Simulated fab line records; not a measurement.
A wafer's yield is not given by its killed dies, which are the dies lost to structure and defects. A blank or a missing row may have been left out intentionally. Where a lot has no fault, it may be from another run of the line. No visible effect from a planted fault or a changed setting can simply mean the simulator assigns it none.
Which tool was responsible? / flow gf180mcu / Sampling: 12 lots, 36 wafers, 6 of 602 route steps

WHAT THE GAUGES SHOWED, per wafer
GF_POLY_GATE_THK_MEAS_01. Usual: POLY_GATE_CVD_00_THK gives 200.3 nm (standard deviation 1.9).
lot=L825; measured=day 8 12:40; on=film metro-01; POLY_GATE_CVD_00_THK (nm)=203.3 201.4 202.6; flag=
lot=L828; measured=day 9 04:52; on=film metro-04; POLY_GATE_CVD_00_THK (nm)=200.3 199.6 199.5; flag=
lot=L829; measured=day 9 12:47; on=film metro-01; POLY_GATE_CVD_00_THK (nm)=203.9 203.4 202.2; flag=
lot=L831; measured=day 9 22:41; on=film metro-02; POLY_GATE_CVD_00_THK (nm)=200.0 201.2 201.0; flag=
lot=L833; measured=day 10 14:06; on=film metro-04; POLY_GATE_CVD_00_THK (nm)=201.0 202.1 200.2; flag=
lot=L834; measured=day 11 01:47; on=film metro-01; POLY_GATE_CVD_00_THK (nm)=199.7 197.6 197.5; flag=
lot=L835; measured=day 11 07:28; on=film metro-02; POLY_GATE_CVD_00_THK (nm)=199.1 200.8 199.7; flag=
lot=L836; measured=day 11 16:20; on=film metro-01; POLY_GATE_CVD_00_THK (nm)=199.7 198.8 201.4; flag=
lot=L841; measured=day 13 03:37; on=film metro-04; POLY_GATE_CVD_00_THK (nm)=201.2 200.4 200.2; flag=
lot=L843; measured=day 13 14:39; on=film metro-01; POLY_GATE_CVD_00_THK (nm)=140.7 139.7 141.4; flag=OFF
lot=L846; measured=day 15 05:13; on=film metro-04; POLY_GATE_CVD_00_THK (nm)=141.4 139.6 140.9; flag=OFF
lot=L848; measured=day 15 18:10; on=film metro-04; POLY_GATE_CVD_00_THK (nm)=199.9 199.2 200.0; flag=

GF_M1_THK_MEAS_06: measures by xrf. Usual: M1_ALCU_THK gives 446 nm (standard deviation 4.2).
lot=L825; measured=day 16 03:08; on=film metro-04; M1_ALCU_THK (nm)=447 450 450; flag=
lot=L828; measured=day 17 04:53; on=film metro-01; M1_ALCU_THK (nm)=441 440 442; flag=
lot=L829; measured=day 17 12:19; on=film metro-04; M1_ALCU_THK (nm)=446 449 453; flag=
lot=L831; measured=day 18 03:32; on=film metro-01; M1_ALCU_THK (nm)=444 446 445; flag=
lot=L833; measured=day 18 20:03; on=film metro-04; M1_ALCU_THK (nm)=447 444 449; flag=
lot=L834; measured=day 19 12:10; on=film metro-04; M1_ALCU_THK (nm)=440 443 440; flag=
lot=L835; measured=day 19 20:06; on=film metro-03; M1_ALCU_THK (nm)=443 442 443; flag=
lot=L836; measured=day 20 04:07; on=film metro-04; M1_ALCU_THK (nm)=450 448 447; flag=
lot=L841; measured=day 22 02:39; on=film metro-01; M1_ALCU_THK (nm)=452 454 454; flag=
lot=L843; measured=day 22 14:13; on=film metro-01; M1_ALCU_THK (nm)=447 446 443; flag=
lot=L846; measured=day 24 08:31; on=film metro-04; M1_ALCU_THK (nm)=445 447 443; flag=
lot=L848; measured=day 24 23:30; on=film metro-01; M1_ALCU_THK (nm)=450 448 450; flag=

GF_V1_THK_MEAS_03. Usual: V1_CVD_02_THK gives 852 nm (standard deviation 9.3).
lot=L825; measured=day 17 02:25; on=film metro-01; V1_CVD_02_THK (nm)=845 861 861; flag=
lot=L828; measured=day 18 05:00; on=film metro-02; V1_CVD_02_THK (nm)=856 854 869; flag=
lot=L829; measured=day 18 11:34; on=film metro-02; V1_CVD_02_THK (nm)=841 837 862; flag=
lot=L831; measured=day 19 04:23; on=film metro-01; V1_CVD_02_THK (nm)=841 840 837; flag=
lot=L833; measured=day 19 21:05; on=film metro-03; V1_CVD_02_THK (nm)=855 848 854; flag=
lot=L834; measured=day 20 13:51; on=film metro-02; V1_CVD_02_THK (nm)=851 856 857; flag=
lot=L835; measured=day 20 21:20; on=film metro-02; V1_CVD_02_THK (nm)=848 856 858; flag=
lot=L836; measured=day 21 04:44; on=film metro-01; V1_CVD_02_THK (nm)=845 859 861; flag=
lot=L841; measured=day 23 02:10; on=film metro-01; V1_CVD_02_THK (nm)=850 845 852; flag=
lot=L843; measured=day 23 13:20; on=film metro-03; V1_CVD_02_THK (nm)=833 839 835; flag=
lot=L846; measured=day 25 06:44; on=film metro-02; V1_CVD_02_THK (nm)=849 849 851; flag=
lot=L848; measured=day 25 21:29; on=film metro-02; V1_CVD_02_THK (nm)=848 855 856; flag=

WHICH TOOL RAN EACH LOT (tool, then ch and the chambers of the sampled wafers, then the start)
lot=L825; GF_POLY_GATE_CVD_00=lpcvd-02 ch 0, day 8 11:20; GF_POLY_GATE_ETCH_13=rie si-02 ch 0,1,3, day 9 04:58; GF_M1_STRIP_17=plasma asher-02 ch 0,1, day 17 01:40
lot=L828; GF_POLY_GATE_CVD_00=lpcvd-01 ch 0, day 9 03:31; GF_POLY_GATE_ETCH_13=rie si-02 ch 1,2,3, day 9 22:34; GF_M1_STRIP_17=plasma asher-02 ch 0,1, day 18 04:14
lot=L829; GF_POLY_GATE_CVD_00=lpcvd-01 ch 0, day 9 11:26; GF_POLY_GATE_ETCH_13=rie si-01 ch 0,2, day 10 06:40; GF_M1_STRIP_17=plasma asher-02 ch 0,1, day 18 10:48
lot=L831; GF_POLY_GATE_CVD_00=lpcvd-02 ch 1, day 9 21:20; GF_POLY_GATE_ETCH_13=rie si-01 ch 0,2,3, day 10 16:40; GF_M1_STRIP_17=plasma asher-01 ch 0,1, day 19 03:38
lot=L833; GF_POLY_GATE_CVD_00=lpcvd-02 ch 1, day 10 12:46; GF_POLY_GATE_ETCH_13=rie si-02 ch 0,2, day 11 08:04; GF_M1_STRIP_17=plasma asher-02 ch 1, day 19 20:18
lot=L834; GF_POLY_GATE_CVD_00=lpcvd-01 ch 1, day 10 23:47; GF_POLY_GATE_ETCH_13=rie si-02 ch 1,2,3, day 11 19:53; GF_M1_STRIP_17=plasma asher-01 ch 0,1, day 20 13:05
lot=L835; GF_POLY_GATE_CVD_00=lpcvd-02 ch 0, day 11 06:07; GF_POLY_GATE_ETCH_13=rie si-01 ch 0,2,3, day 12 02:35; GF_M1_STRIP_17=plasma asher-04 ch 0,1, day 20 20:35
lot=L836; GF_POLY_GATE_CVD_00=lpcvd-02 ch 0, day 11 14:19; GF_POLY_GATE_ETCH_13=rie si-02 ch 1,2,3, day 12 11:28; GF_M1_STRIP_17=plasma asher-02 ch 0,1, day 21 04:01
lot=L841; GF_POLY_GATE_CVD_00=lpcvd-01 ch 1, day 13 02:17; GF_POLY_GATE_ETCH_13=rie si-02 ch 0,1, day 13 23:39; GF_M1_STRIP_17=plasma asher-01 ch 0,1, day 23 01:24
lot=L843; GF_POLY_GATE_CVD_00=lpcvd-01 ch 0, day 13 13:19; GF_POLY_GATE_ETCH_13=rie si-02 ch 0,1,3, day 14 11:10; GF_M1_STRIP_17=plasma asher-04 ch 0,1, day 23 12:36
lot=L846; GF_POLY_GATE_CVD_00=lpcvd-01 ch 0, day 15 03:52; GF_POLY_GATE_ETCH_13=rie si-01 ch 0,2,3, day 16 03:04; GF_M1_STRIP_17=plasma asher-02 ch 0,1, day 25 06:00
lot=L848; GF_POLY_GATE_CVD_00=lpcvd-02 ch 0, day 15 16:49; GF_POLY_GATE_ETCH_13=rie si-02 ch 1,3, day 16 16:11; GF_M1_STRIP_17=plasma asher-02 ch 0,1, day 25 20:45
- GF_POLY_GATE_CVD_00: deposits poly-Si, target thk 200 nm, time 1200 s.
- GF_POLY_GATE_ETCH_13: etches poly-Si in HBr/Cl2, stops on SiO2, target depth 198.5 nm, time 69.6 s.
- GF_M1_STRIP_17: strips in O2/N2.

AS READ BY THE TOOLS THEMSELVES (means over the sampled wafers that have a number; for cases with no such wafer, the mark the record gives instead)
GF_POLY_GATE_CVD_00. Usual: pressure mtorr 199.9 mTorr, standard deviation 0.39; spike tc lower C 619.8 C, standard deviation 0.95.
lot=L825; tool=lpcvd-02; pressure mtorr (mTorr)=200.1; spike tc lower C (C)=619.3; flag=
lot=L828; tool=lpcvd-01; pressure mtorr (mTorr)=199.4; spike tc lower C (C)=619.1; flag=
lot=L829; tool=lpcvd-01; pressure mtorr (mTorr)=200.0; spike tc lower C (C)=619.9; flag=
lot=L831; tool=lpcvd-02; pressure mtorr (mTorr)=200.0; spike tc lower C (C)=620.6; flag=
lot=L833; tool=lpcvd-02; pressure mtorr (mTorr)=200.1; spike tc lower C (C)=619.6; flag=
lot=L834; tool=lpcvd-01; pressure mtorr (mTorr)=199.2; spike tc lower C (C)=619.1; flag=
lot=L835; tool=lpcvd-02; pressure mtorr (mTorr)=200.5; spike tc lower C (C)=620.6; flag=
lot=L836; tool=lpcvd-02; pressure mtorr (mTorr)=199.6; spike tc lower C (C)=619.4; flag=
lot=L841; tool=lpcvd-01; pressure mtorr (mTorr)=199.9; spike tc lower C (C)=618.7; flag=
lot=L843; tool=lpcvd-01; pressure mtorr (mTorr)=100.2; spike tc lower C (C)=619.8; flag=OFF
lot=L846; tool=lpcvd-01; pressure mtorr (mTorr)=100.1; spike tc lower C (C)=619.5; flag=OFF
lot=L848; tool=lpcvd-02; pressure mtorr (mTorr)=200.1; spike tc lower C (C)=620.0; flag=

GF_POLY_GATE_ETCH_13. Usual: bias w 100.0 W, standard deviation 0.3; drypump motor current A 5.6 A, standard deviation 0.34; oes product au 0.992 a.u., standard deviation 0.0065; throttle valve pct 33.685 %, standard deviation 0.0087.
lot=L825; tool=rie si-02; bias w (W)=100.0; drypump motor current A (A)=5.5; oes product au (a.u.)=0.989; throttle valve pct (%)=33.676; flag=
lot=L828; tool=rie si-02; bias w (W)=100.0; drypump motor current A (A)=5.9; oes product au (a.u.)=0.987; throttle valve pct (%)=33.669; flag=
lot=L829; tool=rie si-01; bias w (W)=100.2; drypump motor current A (A)=5.8; oes product au (a.u.)=0.996; throttle valve pct (%)=33.688; flag=
lot=L831; tool=rie si-01; bias w (W)=99.8; drypump motor current A (A)=5.5; oes product au (a.u.)=0.992; throttle valve pct (%)=33.686; flag=
lot=L833; tool=rie si-02; bias w (W)=100.2; drypump motor current A (A)=5.4; oes product au (a.u.)=0.994; throttle valve pct (%)=33.685; flag=
lot=L834; tool=rie si-02; bias w (W)=100.1; drypump motor current A (A)=5.9; oes product au (a.u.)=0.984; throttle valve pct (%)=33.687; flag=
lot=L835; tool=rie si-01; bias w (W)=99.8; drypump motor current A (A)=5.5; oes product au (a.u.)=0.995; throttle valve pct (%)=33.685; flag=
lot=L836; tool=rie si-02; bias w (W)=99.7; drypump motor current A (A)=5.8; oes product au (a.u.)=0.995; throttle valve pct (%)=33.675; flag=
lot=L841; tool=rie si-02; bias w (W)=100.1; drypump motor current A (A)=5.7; oes product au (a.u.)=0.996; throttle valve pct (%)=33.682; flag=
lot=L843; tool=rie si-02; bias w (W)=99.8; drypump motor current A (A)=5.6; oes product au (a.u.)=0.790; throttle valve pct (%)=33.677; flag=OFF
lot=L846; tool=rie si-01; bias w (W)=99.9; drypump motor current A (A)=5.5; oes product au (a.u.)=0.789; throttle valve pct (%)=33.684; flag=OFF
lot=L848; tool=rie si-02; bias w (W)=100.0; drypump motor current A (A)=5.8; oes product au (a.u.)=0.989; throttle valve pct (%)=33.689; flag=

GF_M1_STRIP_17. Usual: drypump motor current A 5.6 A, standard deviation 0.36; heater power w 341 W, standard deviation 29; oes product au 0.538 a.u., standard deviation 0.0049; platen temp c 250.00 C, standard deviation 0.17; strip time to endpoint s 7.40 s, standard deviation 0.041.
lot=L825; tool=plasma asher-02; drypump motor current A (A)=5.6; heater power w (W)=372; oes product au (a.u.)=0.541; platen temp c (C)=249.98; strip time to endpoint s (s)=7.44; flag=
lot=L828; tool=plasma asher-02; drypump motor current A (A)=5.6; heater power w (W)=369; oes product au (a.u.)=0.540; platen temp c (C)=249.94; strip time to endpoint s (s)=7.37; flag=
lot=L829; tool=plasma asher-02; drypump motor current A (A)=5.6; heater power w (W)=362; oes product au (a.u.)=0.535; platen temp c (C)=250.02; strip time to endpoint s (s)=7.34; flag=
lot=L831; tool=plasma asher-01; drypump motor current A (A)=5.1; heater power w (W)=327; oes product au (a.u.)=0.540; platen temp c (C)=249.93; strip time to endpoint s (s)=7.38; flag=
lot=L833; tool=plasma asher-02; drypump motor current A (A)=5.5; heater power w (W)=360; oes product au (a.u.)=0.542; platen temp c (C)=250.13; strip time to endpoint s (s)=7.45; flag=
lot=L834; tool=plasma asher-01; drypump motor current A (A)=5.2; heater power w (W)=332; oes product au (a.u.)=0.536; platen temp c (C)=250.05; strip time to endpoint s (s)=7.38; flag=
lot=L835; tool=plasma asher-04; drypump motor current A (A)=6.0; heater power w (W)=310; oes product au (a.u.)=0.536; platen temp c (C)=250.28; strip time to endpoint s (s)=7.41; flag=
lot=L836; tool=plasma asher-02; drypump motor current A (A)=5.6; heater power w (W)=362; oes product au (a.u.)=0.539; platen temp c (C)=249.92; strip time to endpoint s (s)=7.42; flag=
lot=L841; tool=plasma asher-01; drypump motor current A (A)=5.4; heater power w (W)=318; oes product au (a.u.)=0.540; platen temp c (C)=250.03; strip time to endpoint s (s)=7.42; flag=
lot=L843; tool=plasma asher-04; drypump motor current A (A)=6.0; heater power w (W)=313; oes product au (a.u.)=0.537; platen temp c (C)=250.01; strip time to endpoint s (s)=7.34; flag=
lot=L846; tool=plasma asher-02; drypump motor current A (A)=5.6; heater power w (W)=368; oes product au (a.u.)=0.539; platen temp c (C)=250.07; strip time to endpoint s (s)=7.44; flag=
lot=L848; tool=plasma asher-02; drypump motor current A (A)=5.7; heater power w (W)=371; oes product au (a.u.)=0.537; platen temp c (C)=249.96; strip time to endpoint s (s)=7.39; flag=

THE ANSWER, worked out from the rows above alone
Rule: take the mean of a lot's wafers that have a number; if it is more than 3 standard deviations from the usual mean, the lot is off. Also off: a lot with no number at a reading for which 4 or more lots have one. All remaining lots with rows at the step are treated as sound. Order of review: gauges by route order, followed by the tools' own readings, for which a lot's mean as printed above is used. The first step at which some lot is off is used, and at that step the reading that is off furthest; a lot without a number counts as furthest.
Off: L843, L846, seen at GF_POLY_GATE_THK_MEAS_01 (POLY_GATE_CVD_00_THK).
If a tool, at a process step before that reading, ran all the lots that are off and no sound lot after the first of them, it fits. The gauges at GF_POLY_GATE_THK_MEAS_01 aren't tried: what is off there is off at GF_POLY_GATE_CVD_00 too, on other tools, and a gauge's error can't cause that. One fits: GF_POLY_GATE_CVD_00 on lpcvd-01. A fault onset in the window from L841 (day 13 02:17, its last sound lot) to L843 (day 13 13:19, its first lot off) fits.
On the lots that are off, the tool's own readings at GF_POLY_GATE_CVD_00 differ by more than 5 times the standard deviation of the sound lots' means, which bears it out; pressure mtorr reads 100.2 mTorr there versus 199.9 mTorr on the sound lots.

WHAT HAD BEEN PUT IN BY THE SIMULATOR
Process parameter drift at GF_POLY_GATE_CVD_00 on lpcvd-01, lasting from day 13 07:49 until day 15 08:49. A move of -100 in setting pressure mtorr, from 200. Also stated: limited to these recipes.
Struck lots among those shown: L843, L846. Same finding as the rule above.
